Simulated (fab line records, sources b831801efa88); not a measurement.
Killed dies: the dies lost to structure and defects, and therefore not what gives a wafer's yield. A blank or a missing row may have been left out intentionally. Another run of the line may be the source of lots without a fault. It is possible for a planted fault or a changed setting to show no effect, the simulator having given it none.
Problem report, 8D (eight disciplines) form, completed by code || flow gf180mcu || the parts of the form that need people (team, actions taken, sign-off) are left out

== 1. THE ISSUE ==
Mean of oes_product_au at GF_STI_ETCH_14: 1.102 a.u. across 3 wafers in 2 lots; on wafers with no fault it is 1.008 a.u. (standard deviation 0.01). Relative to the usual mean, that is a shift of +9.4 standard deviations.
The step: etches Si in HBr/Cl2/O2, target depth 360 nm, time 102.9 s.
First seen on wafer L130.2, day 5 06:34, on rie_si-02. The record holds 35 wafers of 12 lots with a number at this step. Rule for "out" (also "out of limits"): further than 4 standard deviations from the usual mean. Any other wafer with a number is counted as sound.

== 2. WHAT IT IS, AND WHAT IT ISN'T ==
{"question": "which readings at this step", "is": "oes_product_au, throttle_valve_pct", "is not": "bias_w, drypump_motor_current_A"}
{"question": "which lots", "is": "L130, L131", "is not": "L116, L118, L120, L123, L124, L125, L133, L134, L135, L136"}
{"question": "which wafers of those lots", "is": "L130.2, L131.3, L131.6", "is not": "L130.1, L130.6, L131.2"}
{"question": "read on which tools", "is": "rie_si-02", "is not": "rie_si-01"}
{"question": "when", "is": "from day 5 06:34", "is not": "up to then (20 sound wafers); but 12 sound wafers of L131, L133, L134, L135, L136 came after"}

== 3. SUSPECTS, AND WHAT RULES EACH OUT ==
Counting: if a tool at a process step up to the reading ran every lot that is out, it stays a suspect. Sound lots after the first of them don't rule it out here, since some wafers of a struck lot are sound.
- rie_si-02 at GF_STI_ETCH_14 (etches Si in HBr/Cl2/O2, target depth 360 nm, time 102.9 s): kept. Every lot that is out went through it, the first being L130 (day 5 06:34); the last sound lot it ran before that was L125 (day 4 04:37). Out on those wafers are its own readings of oes_product_au, throttle_valve_pct.
- In rie_si-02 at GF_STI_ETCH_14, the wafers that are out were processed in chamber 0 and their sound lot-mates in chambers 1, 3.
After counting, what remains is rie_si-02 at GF_STI_ETCH_14.

== 4. THE CAUSE (what the simulator had put in) ==
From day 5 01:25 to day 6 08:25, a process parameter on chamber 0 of rie_si-02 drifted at GF_STI_ETCH_14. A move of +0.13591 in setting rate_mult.
This tool alone remained once counting was done.

== 5. THE CHAIN OF EFFECTS, in route order ==
Each row: a reading where the mean over the struck wafers with a number is more than 3 standard deviations away from the usual. Readings are gone through only where the record gives a usual standard deviation; hours: the median, over the lots, of the time from a lot's start at the first step in this table giving one to that lot's start at this step; sigmas: the change measured in usual standard deviations.
{"hours": 0, "step": "GF_STI_ETCH_14", "reading": "oes_product_au", "usual": "1.008 a.u.", "on struck wafers": 1.102, "change": "+0.094", "sigmas": "+9.4"}
{"hours": 0, "step": "GF_STI_ETCH_14", "reading": "throttle_valve_pct", "usual": "25.651 %", "on struck wafers": 25.583, "change": -0.068, "sigmas": -6.2}
{"hours": 0, "step": "GF_STI_STRIP_15", "reading": "strip_time_to_endpoint_s", "usual": "3.73 s", "on struck wafers": 3.54, "change": -0.19, "sigmas": -3.7}
It contains these process steps:
- GF_STI_ETCH_14: etches Si in HBr/Cl2/O2, target depth 360 nm, time 102.9 s.
- GF_STI_STRIP_15: strips in O2/N2.
At these later measuring or inspecting steps, every struck wafer for which the step has a row has a number for every such reading, and none has moved that far: GF_NWELL_TW_MEAS_11, GF_VT_IMPLANT_RS_MEAS_47.

== 6. HOW IT WOULD HAVE BEEN CAUGHT EARLIER ==
First out-of-limits reading in this record: day 5 06:34, which is 5 hours after fault onset at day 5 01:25.
